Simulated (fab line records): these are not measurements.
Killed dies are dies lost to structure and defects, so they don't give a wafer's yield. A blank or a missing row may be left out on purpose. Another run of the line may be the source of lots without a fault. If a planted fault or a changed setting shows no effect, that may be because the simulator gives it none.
Comparing a struck lot with a sound one / flow sky130 / 21 steps out of a route of 708
Sound: these wafers, L698.1, L698.5, L698.6. Wafers L711.1, L711.3, L711.4 were the ones struck. Last of all comes the cause.
Order at every step that has rows: each side's tool, ch and its chambers, its first start. Under that, the readings that differ: sound wafers / struck wafers / difference of the means / sigmas: that difference in standard deviations of wafers without a fault.
alike: words and numbers the same on both sides, and readings whose means are apart by under 2 such deviations; not compared: readings that were withheld, readings missing a value for some wafer, numbers with overlapping values and no deviation given by the record, and bounds like >300 which may hide the same value.
The two part at a step that has a row with sigmas, a row that says differs or no value, or rows on one side only. Numbers that have no deviation but don't overlap get no sigmas and don't part them. A reading missing from all wafers of one side parts the sides only when that side holds two or more wafers.

first, 1 step without rows for these wafers: SKY_RES_XHIGH_IMPLANT_07.
SKY_RES_XHIGH_STRIP_08: strips in O2/N2.
  sound on plasma_asher-01 ch 0,1, day 28 02:55; struck on plasma_asher-01 ch 0,1, day 32 15:31
  alike: drypump_motor_current_A, oes_product_au, strip_time_to_endpoint_s
  not compared: rf_hours_counter_h
SKY_RES_XHIGH_TW_MEAS_09:
  struck on film_metro-04, day 32 15:37; sound on film_metro-04, day 28 03:01
  alike: RES_XHIGH_TW
then, 7 steps without rows for these wafers: SKY_SD_N_DEHYDRATE_00 (time 60 s); SKY_SD_N_HMDS_01 (prime time 60 s); SKY_SD_N_COAT_02 (resist thk 1140 nm); SKY_SD_N_SOFTBAKE_03 (time 60 s); SKY_SD_N_EXPOSE_04 (exposes mask NSDM, target cd 380 nm); SKY_SD_N_PEB_05; SKY_SD_N_DEVELOP_06 (develop time 60 s).
SKY_SD_N_CD_MEAS_07 targets a cd of 380 nm.
  struck on cd_sem-02, day 33 17:20; sound on cd_sem-01, day 29 07:31
  alike: cd_nm
SKY_SD_N_OVL_MEAS_08:
  struck on overlay-02, day 33 17:27; sound on overlay-01, day 29 07:38
  alike: SD_N_OVL
SKY_SD_N_IMPLANT_09:
  sound on implanter-04 ch 0, day 29 07:40; struck on implanter-04 ch 0, day 33 17:29
reading=end_station_pressure_torr (Torr); sound=1.43e-05 1.51e-05 1.57e-05; struck=4.47e-05 4.43e-05 5.13e-05; difference=+3.17e-05; sigmas=+26
  alike: tilt_deg
following that, these wafers have no rows for 1 step: SKY_SD_N_IMPLANT_10.
SKY_SD_N_STRIP_11: strips in O2/N2.
  sound on plasma_asher-02 ch 0,1, day 29 07:58; struck on plasma_asher-04 ch 0,1, day 33 17:47
reading=strip_time_to_endpoint_s (s); sound=22.59 22.58 22.63; struck=22.95 22.86 22.85; difference=+0.29; sigmas=+7
  alike: drypump_motor_current_A, oes_product_au
  not compared: rf_hours_counter_h
SKY_SD_N_TW_MEAS_12:
  struck on film_metro-03, day 33 17:53; sound on film_metro-03, day 29 08:04
  alike: SD_N_TW
then, 1 step without rows for these wafers: SKY_SD_N_CLEAN_13 (cleans in SC1/SC2, time 150 s).
SKY_SD_N_RTA_14: time 2 s.
  sound on rtp_anneal-02 ch 0, day 29 08:11; struck on rtp_anneal-02 ch 0, day 33 18:00
  alike: lamp_power_pct, wafer_temp_C_max
SKY_SD_N_RS_MEAS_16: uses a four-point probe to measure.
  struck on film_metro-04, day 33 18:10; sound on film_metro-04, day 29 08:22
reading=SD_N_RS (ohm/sq); sound=68.46 68.39 68.46; struck=67.60 67.63 67.66; difference=-0.81; sigmas=-7
SKY_SD_N_RS_MEAS_17: uses a four-point probe to measure.
  struck on film_metro-04, day 33 18:17; sound on film_metro-04, day 29 08:29
  alike: SD_P_RS
-- a jump in the record: the struck wafers' starts before and after are 16 days apart (it breaks off in module SD_N and resumes in module PAD_OPEN, where the first step shown is number 708 of the route) --
SKY_PAD_OPEN_PROBE_99:
  struck on prober-01, day 49 20:21; sound on prober-01, day 46 20:43
reading=killed_at_M4_up; sound=6 8 3; struck=0 1 2; difference=-5; sigmas=-2
reading=model.etest.res_ndiff_hv.rs_ohm_sq; sound=114.9 115.4 114.9; struck=110.2 110.2 110.8; difference=-4.7; sigmas=
  alike: killed_at_M0_to_M3, killed_at_contacts, killed_at_front_end, killed_at_other, killed_dies, killed_open, killed_short

## WHERE THEY PART
At SKY_SD_N_IMPLANT_09 first; at SKY_PAD_OPEN_PROBE_99 last (within this record only).

WHY: the cause the simulator had injected
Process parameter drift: implanter-04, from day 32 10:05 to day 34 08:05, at SKY_SD_N_IMPLANT_09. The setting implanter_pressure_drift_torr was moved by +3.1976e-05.
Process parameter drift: implanter-04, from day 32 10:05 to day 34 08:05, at SKY_SD_N_IMPLANT_09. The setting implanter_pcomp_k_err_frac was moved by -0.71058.
